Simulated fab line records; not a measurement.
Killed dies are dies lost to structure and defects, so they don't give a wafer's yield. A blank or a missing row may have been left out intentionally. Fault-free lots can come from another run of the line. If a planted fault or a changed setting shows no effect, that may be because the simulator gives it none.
fab line records | flow gf180mcu
[record] lots = 15 | wafers = 44 | lastDay = 34
route steps=602 shown M5@535 V5@544 TOP_METAL@569
lots that met no fault: from a run of the same line without faults
startH: start of the lot's first displayed wafer, in hours after the record's first day | waitH: time in hours since the lot's previous step | " same as the row above | L1.1+2: several wafers, shown together as one row | - no value, or no start was given | * or withheld: withheld | < > ~ a bound
route shown NAME@n: names a module that has steps shown in the file, with the first one's number in the route | usual: mean/standard deviation of fault-free wafers | same: alike in all rows | chamber/n: place in a boat | sites: the reading at each site | _std_site: standard deviation of those values | _edge_site: inner sites' mean taken away from outer sites' mean | radiusMm: for every site, how far away it sits from the centre of the wafer | mask NAME#n: copy n | behind: the tool/chamber that last shaped the wafer | hold: what put the lot on hold/how long, in hours/how the hold closed | device: whichever transistor did not switch (one of n, p or np) | end of line: the same wafers' tests at the end of the route | where a step has no rows: the recipe by itself | killed: count of dies lost to structure and defects at first sort (not the wafer's yield) | map: a wafer's dies, x killed, . not, _ none there
set.NAME: setting as actually run; set.NAME@STEP: the setting as run at that earlier step | model.NAME: the simulator's own value behind a step, which no gauge read
a sample of lots followed through the steps of the route, with each step as a table and each wafer as a row
services: when a tool's chamber went out of use (startH, in hours from the record's first day, below 0 if earlier), for how many hours, and the reason
[[steps]]
[step GF_M5_ETCH_09]
[recipe] chemistry = CF4/O2 | target = Si3N4 | targetDepthNm = 52 | sourceW = 800 | biasW = 150 | pressureMtorr = 150 | cf4FlowSccm = 80 | O2_flow_sccm = 10 | timeS = 11.6
[usual] chamberPressureMTorr = 150.02/0.13 | drypumpMotorCurrentA = 5.6/0.52 | oesProductAu = 1.003/0.01 | throttleValvePct = 5.970/0.0092
lot.wafer | tool       | chamber | startH | waitH | chamberPressureMTorr | drypumpMotorCurrentA | oesProductAu | rfHoursCounterH | throttleValvePct
L584.1    | rieDiel-04 | 1       | 607.52 | 0.0   | 149.95               | 6.2                  | 1.001        | 37              | 5.982
L584.2    | "          | 2       | "      | "     | 150.03               | 6.5                  | 0.996        | 10              | 5.968
L584.6    | "          | 2       | "      | "     | 149.92               | 6.5                  | 0.991        | -               | 5.969
L586.2    | rieDiel-02 | 0       | 624.57 | 0.0   | 150.01               | 4.8                  | 0.994        | 18              | 5.980
L586.3    | "          | 2       | "      | "     | 149.82               | 5.2                  | 1.002        | 1               | 5.976
L586.6    | "          | 2       | "      | "     | 149.93               | 5.2                  | 1.011        | -               | 5.969
L587.1    | rieDiel-04 | 1       | 637.12 | 0.0   | 149.88               | 6.2                  | 1.014        | 37              | 5.976
L587.3    | "          | 3       | "      | "     | 149.84               | 5.4                  | 1.008        | 7               | 5.962
L587.6    | "          | 0       | "      | "     | 149.70               | 5.6                  | 0.990        | -               | 5.975
L588.1    | rieDiel-02 | 0       | 642.80 | 0.0   | 149.89               | 4.8                  | 1.011        | 19              | 5.974
L588.4    | "          | 3       | "      | "     | 149.97               | 5.9                  | 1.023        | 9               | 5.978
L588.6    | "          | 2       | "      | "     | 149.94               | 5.2                  | 1.008        | -               | 5.982
L589.1    | rieDiel-02 | 0       | 648.82 | 0.0   | 149.83               | 4.8                  | 0.999        | 19              | 5.956
L589.3    | "          | 1       | "      | "     | 150.06               | 5.9                  | 0.980        | 65              | 5.969
L589.6    | "          | 3       | "      | "     | 150.03               | 5.9                  | 1.014        | -               | 5.988
L590.2    | rieDiel-02 | 3       | 660.37 | 0.0   | 150.21               | 5.8                  | 1.004        | 10              | 5.962
L590.3    | "          | 1       | "      | "     | 150.03               | 5.9                  | 0.998        | 65              | 5.968
L591.1    | rieDiel-01 | 3       | 664.62 | 0.0   | 149.87               | 6.4                  | 1.012        | 24              | 5.967
L591.4    | "          | 1       | "      | "     | 149.97               | 5.0                  | 1.000        | -               | 5.970
L591.6    | "          | 2       | "      | "     | 149.97               | 5.8                  | 1.007        | -               | 5.980
L600.2    | rieDiel-02 | 1       | 726.97 | 0.0   | 149.96               | 5.9                  | 1.012        | 2               | 5.973
L600.4    | "          | 3       | "      | "     | 149.96               | 5.9                  | 1.023        | 13              | 5.978
L600.5    | "          | 2       | "      | "     | 150.05               | 5.3                  | 1.005        | -               | 5.967
L601.2    | rieDiel-02 | 1       | 728.22 | 0.0   | 149.98               | 5.9                  | 1.016        | 2               | 5.971
L601.4    | "          | 3       | "      | "     | 149.85               | 5.9                  | 1.010        | 13              | 5.980
L601.6    | "          | 3       | "      | "     | 149.96               | 5.8                  | 1.013        | -               | 5.974
L602.3    | rieDiel-02 | 2       | 739.05 | 0.0   | 149.97               | 5.2                  | 0.992        | 6               | 5.973
L602.4    | "          | 1       | "      | "     | 150.17               | 5.9                  | 1.018        | 3               | 5.953
L602.5    | "          | 3       | "      | "     | 150.13               | 5.8                  | 1.017        | -               | 5.976
L603.1    | rieDiel-01 | 0       | 745.34 | 0.0   | 150.12               | 4.9                  | 0.987        | 3               | 5.962
L603.2    | "          | 3       | "      | "     | 150.11               | 6.4                  | 1.001        | 27              | 5.988
L603.5    | "          | 0       | "      | "     | 150.17               | 4.9                  | 0.988        | -               | 5.950
L604.1    | rieDiel-02 | 1       | 751.72 | 0.0   | 150.05               | 5.9                  | 1.011        | 3               | 5.983
L604.2    | "          | 0       | "      | "     | 150.00               | 4.8                  | 0.996        | 24              | 5.967
L604.4    | "          | 0       | "      | "     | 149.94               | 4.8                  | 0.997        | -               | 5.952
L605.1    | rieDiel-04 | 1       | 752.62 | 0.0   | 150.21               | 6.2                  | 1.004        | 42              | 5.967
L605.3    | "          | 3       | "      | "     | 150.11               | 5.4                  | 1.002        | 11              | 5.983
L605.5    | "          | 0       | "      | "     | 149.93               | 5.7                  | 0.995        | -               | 5.972
L606.1    | rieDiel-01 | 2       | 756.97 | 0.0   | 150.07               | 5.8                  | 1.002        | 33              | 5.951
L606.4    | "          | 3       | "      | "     | 150.08               | 6.4                  | 1.010        | 27              | 5.979
L606.5    | "          | 2       | "      | "     | 150.03               | 5.8                  | 0.998        | -               | 5.959
L607.2    | rieDiel-01 | 2       | 771.12 | 0.0   | 150.14               | 5.8                  | 0.993        | 34              | 5.963
L607.5    | "          | 0       | "      | "     | 150.10               | 4.9                  | 0.996        | -               | 5.972
L607.6    | "          | 1       | "      | "     | 150.04               | 5.0                  | 1.002        | -               | 5.979
[step GF_V5_CMP_04]
[recipe] material = SiO2 | downForcePsi = 4 | platenRpm = 60 | padVelocityMS = 0.94248
[usual] edgeZonePressureFrac = 0.999/0.0046 | motorCurrentA = 12.4/1.1 | retainingRingPressureFrac = 1.000/0.0054
lot.wafer | tool   | chamber | startH | waitH | edgeZonePressureFrac | motorCurrentA | retainingRingPressureFrac
L584.2    | cmp-02 | 0       | 608.53 | 0.1   | 0.998                | 13.4          | 0.995
L584.1    | "      | 1       | "      | "     | 0.994                | 11.8          | 0.991
L584.6    | "      | 0       | "      | "     | 1.001                | 14.4          | 0.999
L586.2    | cmp-02 | 0       | 625.63 | 0.1   | 1.005                | 14.5          | 1.003
L586.3    | "      | 1       | "      | "     | 1.001                | 12.1          | 1.005
L586.6    | "      | 3       | "      | "     | 0.997                | 12.1          | 1.002
L587.3    | cmp-02 | 0       | 638.35 | 0.1   | 1.007                | 13.6          | 1.004
L587.1    | "      | 2       | "      | "     | 0.996                | 11.1          | 1.002
L587.6    | "      | 3       | "      | "     | 1.002                | 12.7          | 0.993
L588.1    | cmp-02 | 3       | 644.19 | 0.3   | 1.003                | 12.3          | 1.001
L588.4    | "      | 1       | "      | "     | 0.996                | 11.1          | 0.999
L588.6    | "      | 2       | "      | "     | 0.998                | 11.8          | 1.005
L589.3    | cmp-02 | 2       | 649.87 | 0.1   | 0.996                | 12.2          | 0.998
L589.1    | "      | 3       | "      | "     | 0.999                | 12.3          | 1.008
L589.6    | "      | 1       | "      | "     | 1.007                | 10.7          | 0.997
L590.2    | cmp-02 | 2       | 661.38 | 0.1   | 1.005                | 11.2          | 0.998
L590.3    | "      | 3       | "      | "     | 0.997                | 12.9          | 1.006
L591.1    | cmp-01 | 3       | 665.68 | 0.1   | 0.992                | 13.2          | 1.007
L591.4    | "      | 0       | "      | "     | 1.004                | 11.2          | 0.986
L591.6    | "      | 3       | "      | "     | 0.992                | 12.4          | 1.007
L600.4    | cmp-02 | 0       | 727.92 | 0.0   | 0.998                | 13.3          | 0.998
L600.2    | "      | 1       | "      | "     | 1.009                | 11.0          | 1.003
L600.5    | "      | 1       | "      | "     | 1.006                | 11.3          | 0.993
L601.2    | cmp-01 | 2       | 729.17 | 0.0   | 0.999                | 13.7          | 1.005
L601.4    | "      | 0       | "      | "     | 0.993                | 11.7          | 0.998
L601.6    | "      | 2       | "      | "     | 0.997                | 14.3          | 1.002
L602.3    | cmp-02 | 3       | 740.01 | 0.0   | 0.997                | 12.3          | 0.991
L602.4    | "      | 0       | "      | "     | 0.995                | 14.9          | 0.995
L602.5    | "      | 3       | "      | "     | 1.002                | 12.9          | 1.003
L603.2    | cmp-02 | 2       | 746.49 | 0.2   | 1.004                | 10.8          | 1.001
L603.1    | "      | 0       | "      | "     | 1.004                | 14.4          | 1.002
L603.5    | "      | 1       | "      | "     | 1.005                | 11.7          | 1.001
L604.4    | cmp-01 | 1       | 752.71 | 0.0   | 1.002                | 12.2          | 1.001
L604.1    | "      | 3       | "      | "     | 0.998                | 12.4          | 1.005
L604.2    | "      | 0       | "      | "     | 1.000                | 11.4          | 1.002
L605.1    | cmp-02 | 0       | 753.60 | 0.1   | 0.994                | 14.0          | 1.001
L605.3    | "      | 3       | "      | "     | 0.997                | 12.6          | 1.000
L605.5    | "      | 0       | "      | "     | 0.997                | 14.6          | 1.006
L606.4    | cmp-02 | 1       | 757.95 | 0.0   | 0.991                | 11.3          | 0.995
L606.1    | "      | 0       | "      | "     | 1.002                | 14.0          | 1.002
L606.5    | "      | 1       | "      | "     | 0.995                | 11.5          | 0.991
L607.2    | cmp-02 | 3       | 772.12 | 0.1   | 0.998                | 12.2          | 1.004
L607.5    | "      | 2       | "      | "     | 0.993                | 11.2          | 0.985
L607.6    | "      | 3       | "      | "     | 0.998                | 12.7          | 1.007
[step GF_V5_ETCH_17]
[recipe] chemistry = C4F8/O2/Ar | maskMaterial = KrF | target = SiO2 | stopOn = TiN | sourceW = 1500 | biasW = 1200 | pressureMtorr = 40 | c4f8FlowSccm = withheld | O2_flow_sccm = 6 | Ar_flow_sccm = 300 | timeS = withheld | targetDepthA = 8550
[usual] chamberPressureMTorr = 40.00/0.037 | oesProductAu = 0.860/0.0047
lot.wafer | tool       | chamber | startH | waitH | chamberPressureMTorr | oesProductAu
L584.1    | rieDiel-03 | 2       | -      | -     | 40.06                | 0.861
L584.2    | "          | 0       | "      | "     | 39.96                | 0.859
L584.6    | "          | 0       | "      | "     | 39.97                | 0.857
L586.2    | rieDiel-04 | 2       | -      | -     | 39.98                | 0.859
L586.3    | "          | 3       | "      | "     | 40.00                | 0.867
L586.6    | "          | 1       | "      | "     | 39.94                | 0.868
L587.1    | rieDiel-03 | 0       | -      | -     | 40.00                | 0.857
L587.3    | "          | 2       | "      | "     | 40.01                | 0.867
L587.6    | "          | 3       | "      | "     | 39.99                | 0.859
L588.1    | rieDiel-04 | 3       | -      | -     | 40.00                | 0.861
L588.4    | "          | 0       | "      | "     | 39.97                | 0.972
L588.6    | "          | 3       | "      | "     | 40.02                | 0.857
L589.1    | rieDiel-01 | 3       | -      | -     | 40.02                | 0.855
L589.3    | "          | 1       | "      | "     | 40.03                | 0.972
L589.6    | "          | 2       | "      | "     | 40.02                | 0.856
L590.2    | rieDiel-03 | 0       | -      | -     | 40.00                | 0.862
L590.3    | "          | 2       | "      | "     | 39.91                | 0.984
L591.1    | rieDiel-04 | 3       | -      | -     | 40.00                | 0.851
L591.4    | "          | 1       | "      | "     | 39.93                | 0.858
L591.6    | "          | 1       | "      | "     | 39.92                | 0.859
L600.2    | rieDiel-03 | 2       | -      | -     | 39.97                | 0.867
L600.4    | "          | 3       | "      | "     | 40.07                | 0.859
L600.5    | "          | 2       | "      | "     | 40.02                | 0.862
L601.2    | rieDiel-01 | 0       | -      | -     | 40.04                | 0.852
L601.4    | "          | 1       | "      | "     | 39.98                | 0.855
L601.6    | "          | 3       | "      | "     | 40.02                | 0.856
L602.3    | rieDiel-03 | 2       | -      | -     | 40.03                | 0.849
L602.4    | "          | 1       | "      | "     | 40.00                | 0.858
L602.5    | "          | 3       | "      | "     | 40.02                | 0.862
L603.1    | rieDiel-04 | 2       | -      | -     | 39.96                | 0.851
L603.2    | "          | 3       | "      | "     | 40.01                | 0.865
L603.5    | "          | 1       | "      | "     | 39.95                | 0.865
L604.1    | rieDiel-01 | 1       | -      | -     | 39.95                | 0.861
L604.2    | "          | 3       | "      | "     | 39.91                | 0.855
L604.4    | "          | 0       | "      | "     | 39.95                | 0.863
L605.1    | rieDiel-03 | 1       | -      | -     | 40.04                | 0.862
L605.3    | "          | 2       | "      | "     | 40.02                | 0.863
L605.5    | "          | 1       | "      | "     | 39.95                | 0.863
L606.1    | rieDiel-01 | 2       | -      | -     | 40.03                | 0.861
L606.4    | "          | 3       | "      | "     | 39.99                | 0.865
L606.5    | "          | 1       | "      | "     | 40.01                | 0.857
L607.2    | rieDiel-01 | 2       | -      | -     | 40.01                | 0.861
L607.5    | "          | 2       | "      | "     | 40.04                | 0.862
L607.6    | "          | 3       | "      | "     | 40.00                | 0.870
[step GF_V5_SPUTTER_21]
[recipe] material = Ti | targetThkNm = 15 | chamberPressurePa = 5 | powerW = 2500 | substrateTempC = 200 | timeS = 80.02
[usual] throttleValvePct = 30.0/0.91
lot.wafer | tool          | chamber | startH | waitH | throttleValvePct
L584.1    | pvdSputter-01 | -       | 630.96 | 0.0   | 30.5
L584.2    | "             | -       | "      | "     | 30.6
L584.6    | "             | -       | "      | "     | 29.7
L586.2    | pvdSputter-01 | -       | 647.07 | 0.0   | 30.5
L586.3    | "             | -       | "      | "     | 29.7
L586.6    | "             | -       | "      | "     | 30.9
L587.1    | pvdSputter-01 | -       | 659.14 | 0.0   | 30.1
L587.3    | "             | -       | "      | "     | 29.6
L587.6    | "             | -       | "      | "     | 30.6
L588.1    | pvdSputter-01 | -       | 664.77 | 0.0   | 30.6
L588.4    | "             | -       | "      | "     | 30.5
L588.6    | "             | -       | "      | "     | 29.5
L589.1    | pvdSputter-03 | -       | 670.83 | 0.0   | 29.5
L589.3    | "             | -       | "      | "     | 30.8
L589.6    | "             | -       | "      | "     | 27.5
L590.2    | pvdSputter-01 | -       | 681.71 | 0.0   | 30.6
L590.3    | "             | -       | "      | "     | 30.8
L591.1    | pvdSputter-01 | -       | 686.06 | 0.0   | 30.7
L591.4    | "             | -       | "      | "     | 29.6
L591.6    | "             | -       | "      | "     | 30.9
L600.2    | pvdSputter-02 | -       | 746.60 | 0.0   | 28.6
L600.4    | "             | -       | "      | "     | 28.6
L600.5    | "             | -       | "      | "     | 29.4
L601.2    | pvdSputter-03 | -       | 747.31 | 0.0   | 30.9
L601.4    | "             | -       | "      | "     | 29.3
L601.6    | "             | -       | "      | "     | 30.7
L602.3    | pvdSputter-01 | -       | 758.01 | 0.0   | 30.7
L602.4    | "             | -       | "      | "     | 30.6
L602.5    | "             | -       | "      | "     | 31.0
L603.1    | pvdSputter-01 | -       | 764.54 | 0.0   | 30.5
L603.2    | "             | -       | "      | "     | 30.6
L603.5    | "             | -       | "      | "     | 30.4
L604.1    | pvdSputter-03 | -       | 770.19 | 0.0   | 27.5
L604.2    | "             | -       | "      | "     | 30.5
L604.4    | "             | -       | "      | "     | 29.2
L605.1    | pvdSputter-01 | -       | 771.09 | 0.0   | 30.5
L605.3    | "             | -       | "      | "     | 30.5
L605.5    | "             | -       | "      | "     | 30.7
L606.1    | pvdSputter-01 | -       | 775.39 | 0.0   | 29.3
L606.4    | "             | -       | "      | "     | 30.8
L606.5    | "             | -       | "      | "     | 30.5
L607.2    | pvdSputter-01 | -       | 789.18 | 0.0   | 30.5
L607.5    | "             | -       | "      | "     | 30.7
L607.6    | "             | -       | "      | "     | 30.7
[step GF_TOP_METAL_SPUTTER_02]
[recipe] material = AlCu | targetThkNm = 900 | powerW = 10600 | chamberPressurePa = 0.3 | substrateTempC = 250 | gas = Ar | timeS = 47.82
[usual] throttleValvePct = 29.5/0.96
lot.wafer | tool          | chamber | startH | waitH | throttleValvePct
L584.1    | pvdSputter-02 | -       | 631.78 | 0.0   | 29.8
L584.2    | "             | -       | "      | "     | 30.0
L584.6    | "             | -       | "      | "     | 29.5
L586.2    | pvdSputter-02 | -       | 648.00 | 0.0   | 29.6
L586.3    | "             | -       | "      | "     | 29.9
L586.6    | "             | -       | "      | "     | 29.9
L587.1    | pvdSputter-02 | -       | 659.96 | 0.0   | 29.1
L587.3    | "             | -       | "      | "     | 29.2
L587.6    | "             | -       | "      | "     | 29.2
L588.1    | pvdSputter-02 | -       | 665.59 | 0.0   | 29.1
L588.4    | "             | -       | "      | "     | 29.4
L588.6    | "             | -       | "      | "     | 29.9
L589.1    | pvdSputter-02 | -       | 671.65 | 0.0   | 28.4
L589.3    | "             | -       | "      | "     | 29.7
L589.6    | "             | -       | "      | "     | 29.2
L590.2    | pvdSputter-02 | -       | 682.53 | 0.0   | 28.5
L590.3    | "             | -       | "      | "     | 30.0
L591.1    | pvdSputter-02 | -       | 686.88 | 0.0   | 28.9
L591.4    | "             | -       | "      | "     | 29.5
L591.6    | "             | -       | "      | "     | 28.6
L600.2    | pvdSputter-04 | -       | 747.42 | 0.0   | 30.4
L600.4    | "             | -       | "      | "     | 29.2
L600.5    | "             | -       | "      | "     | 28.9
L601.2    | pvdSputter-03 | -       | 748.35 | 0.0   | 30.5
L601.4    | "             | -       | "      | "     | 29.2
L601.6    | "             | -       | "      | "     | 29.2
L602.3    | pvdSputter-02 | -       | 758.83 | 0.0   | 29.8
L602.4    | "             | -       | "      | "     | 29.7
L602.5    | "             | -       | "      | "     | 28.6
L603.1    | pvdSputter-04 | -       | 765.36 | 0.0   | 31.1
L603.2    | "             | -       | "      | "     | 29.6
L603.5    | "             | -       | "      | "     | 28.7
L604.1    | pvdSputter-03 | -       | 771.02 | 0.0   | 27.7
L604.2    | "             | -       | "      | "     | 30.7
L604.4    | "             | -       | "      | "     | 30.8
L605.1    | pvdSputter-04 | -       | 771.91 | 0.0   | 28.5
L605.3    | "             | -       | "      | "     | 29.3
L605.5    | "             | -       | "      | "     | 30.8
L606.1    | pvdSputter-03 | -       | 776.21 | 0.0   | 30.8
L606.4    | "             | -       | "      | "     | 27.4
L606.5    | "             | -       | "      | "     | 30.8
L607.2    | pvdSputter-04 | -       | 790.01 | 0.0   | 29.5
L607.5    | "             | -       | "      | "     | 28.2
L607.6    | "             | -       | "      | "     | 29.2
[[services]]
tool          | chamber | startH | hours | kind
rieDiel-02    | 2       | 586.48 | 2.9   | repair
cmp-01        | -       | 599.70 | 1.2   | repair
pvdSputter-01 | -       | 605.51 | 0.9   | repair
cmp-02        | -       | 609.38 | 5.9   | repair
pvdSputter-03 | -       | 617.91 | 3.2   | repair
pvdSputter-02 | -       | 627.58 | 1.6   | repair
cmp-01        | -       | 630.09 | 9.0   | pm
cmp-01        | -       | 639.88 | 19.3  | repair
rieDiel-01    | 2       | 683.64 | 5.0   | repair
rieDiel-04    | 1       | 695.66 | 7.5   | repair
cmp-02        | -       | 701.32 | 1.4   | repair
rieDiel-01    | -       | 703.21 | 2.3   | repair
rieDiel-03    | 1       | 710.50 | 29.3  | repair
cmp-02        | -       | 720.36 | 3.2   | repair
rieDiel-04    | 3       | 723.42 | 3.8   | repair
cmp-01        | -       | 737.47 | 1.7   | repair
cmp-01        | -       | 744.28 | 4.0   | pm
pvdSputter-04 | -       | 744.64 | 2.2   | repair
rieDiel-02    | 2       | 745.27 | 7.4   | repair
pvdSputter-01 | 0       | 750.89 | -     | consumableReplace:kit
cmp-01        | -       | 768.07 | 2.1   | repair
pvdSputter-02 | -       | 769.42 | 4.8   | repair
rieDiel-02    | 2       | 787.29 | 6.3   | repair
rieDiel-03    | -       | 789.68 | 1.0   | repair
[[key]]
[firstSign] step = GF_V5_ETCH_17 | reading = oesProductAu | direction = up | sigmas = 25 | usual = 0.860 | struck = 0.976
effect none on later readings
metAt GF_V5_CMP_04
struckLots L588,L589,L590
struckWafers L588.4,L589.3,L590.3
sortLeftOut L590.3
notActingAt GF_M5_ETCH_09,GF_V5_SPUTTER_21,GF_TOP_METAL_SPUTTER_02
onsetBetween 638.35 644.19
[fault] kind = processParameterDrift | tool = cmp-02 | chamber = - | onsetH = 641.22 | steps = GF_V5_CMP_04 | channel = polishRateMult | offset = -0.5 | shape = step | endH = 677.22 | scope = struckWafersOnly
// sortLeftOut: the simulated sort isn't trusted on such a fault, so these wafers' sort isn't shown, and their yield isn't known
